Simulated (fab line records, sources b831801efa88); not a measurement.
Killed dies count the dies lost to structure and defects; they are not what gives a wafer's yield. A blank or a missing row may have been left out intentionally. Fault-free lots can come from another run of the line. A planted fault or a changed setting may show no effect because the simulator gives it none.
Struck lot and sound lot, side by side :: flow gf180mcu :: 13 out of 602 route steps
Sound: the wafers L513.1, L513.3, L513.4. Wafers L511.1, L511.4, L511.5 were the ones struck. The cause comes at the end.
At each step with rows: each side's tool, then ch and its chambers, then its first start. Under that, the readings that differ: sound wafers :: struck wafers :: difference of the means :: sigmas: that difference in standard deviations of wafers without a fault.
alike: same words and numbers on both sides, and readings whose means sit less than 2 such deviations apart. not compared: any withheld reading, any reading some wafer has no value for, any bound like >300 that may hide the same value, and any number with overlapping values for which the record gives no deviation.
Wherever a step has rows on one side only, a row that says differs or no value, or a row with sigmas, the two part there. Non-overlapping numbers with no deviation appear without sigmas and do not part them. A reading that every wafer of one side lacks parts them only if that side has two wafers or more.

GF_SAB_OVL_MEAS_10:
  sound on overlay-02, day 22 10:50; struck on overlay-01, day 21 20:43
reading: SAB_OVL (nm)
sound: -0.2 -1.9 -1.8
struck: -3.3 -5.1 -4.1
difference: -2.9
sigmas: -2
GF_SAB_ETCH_11: etches SiO2 in C4F8/O2/Ar, target depth 55 nm, time 8.5 s.
  sound on rie-diel-01 ch 0,2, day 22 10:52; struck on rie-diel-03 ch 0,1, day 21 20:45
reading: oes-product-au (a.u.)
sound: 1.014 1.004 1.019
struck: 1.002 0.985 0.993
difference: -0.019
sigmas: -3
  not compared: rf-hours-counter-h
then, 1 step without rows for these wafers: GF_SAB_WET_ETCH_12 (etches SiO2 in dHF, target depth 22 nm, time 440 s).
GF_SAB_STRIP_13: strips in O2/N2.
  sound on plasma-asher-01 ch 0,1, day 22 11:02; struck on plasma-asher-01 ch 0,1, day 21 20:54
  alike: drypump-motor-current-A, heater-power-w, oes-product-au, strip-time-to-endpoint-s
  not compared: rf-hours-counter-h
then, 2 steps without rows for these wafers: GF_SALICIDE_CLEAN_00 (cleans in SC1/SC2, time 150 s); GF_SALICIDE_WET_ETCH_01 (etches SiO2 in dHF, target depth 5 nm, time 100 s).
GF_SALICIDE_SPUTTER_02: material Co, target thk 10 nm, time 20 s.
  sound on pvd-sputter-04, day 22 11:13; struck on pvd-sputter-03, day 21 21:05
  alike: throttle-valve-pct
GF_SALICIDE_SPUTTER_03: material TiN, target thk 20 nm, time 16.7 s.
  sound on pvd-sputter-04, day 22 11:15; struck on pvd-sputter-03, day 21 21:07
  alike: throttle-valve-pct
GF_SALICIDE_RS_MEAS_04: measurement is done with a four-point probe.
  sound on film-metro-01, day 22 11:16; struck on film-metro-01, day 21 21:08
  alike: SALICIDE_TIN_RS
GF_SALICIDE_THK_MEAS_05: measures by xrf.
  sound on film-metro-01, day 22 11:23; struck on film-metro-01, day 21 21:16
  alike: SALICIDE_TIN_THK
GF_SALICIDE_RTA_06: time 30 s.
  sound on rtp-anneal-01 ch 0, day 22 11:27; struck on rtp-anneal-02 ch 0, day 21 21:19
reading: lamp-power-pct (%)
sound: 5.99 5.99 5.99
struck: 5.57 5.57 5.56
difference: -0.42
sigmas: -2

reading: wafer_temp_C_max
sound: 533.4 532.8 533.4
struck: 535.8 535.6 535.4
difference: +2.4
sigmas: +2
  alike: anneal-temp-c-max, chamber-o2-ppm
then, 1 step without rows for these wafers: GF_SALICIDE_WET_ETCH_07 (etches the open film in SPM, target depth 120 nm).
GF_SALICIDE_RTA_08: time 30 s.
  struck on rtp-anneal-01, day 21 21:31; sound on rtp-anneal-02 ch 0, day 22 11:39
  no value came back on the struck wafers for anneal-temp-c-max, chamber-o2-ppm, lamp-power-pct (%), wafer_temp_C_max; on the sound wafers anneal-temp-c-max reads 806.1 806.3 808.1

WHERE THEY PART
Last at GF_SALICIDE_RTA_08 as far as this record goes, first at GF_SAB_OVL_MEAS_10.

WHY: what had been put in by the simulator
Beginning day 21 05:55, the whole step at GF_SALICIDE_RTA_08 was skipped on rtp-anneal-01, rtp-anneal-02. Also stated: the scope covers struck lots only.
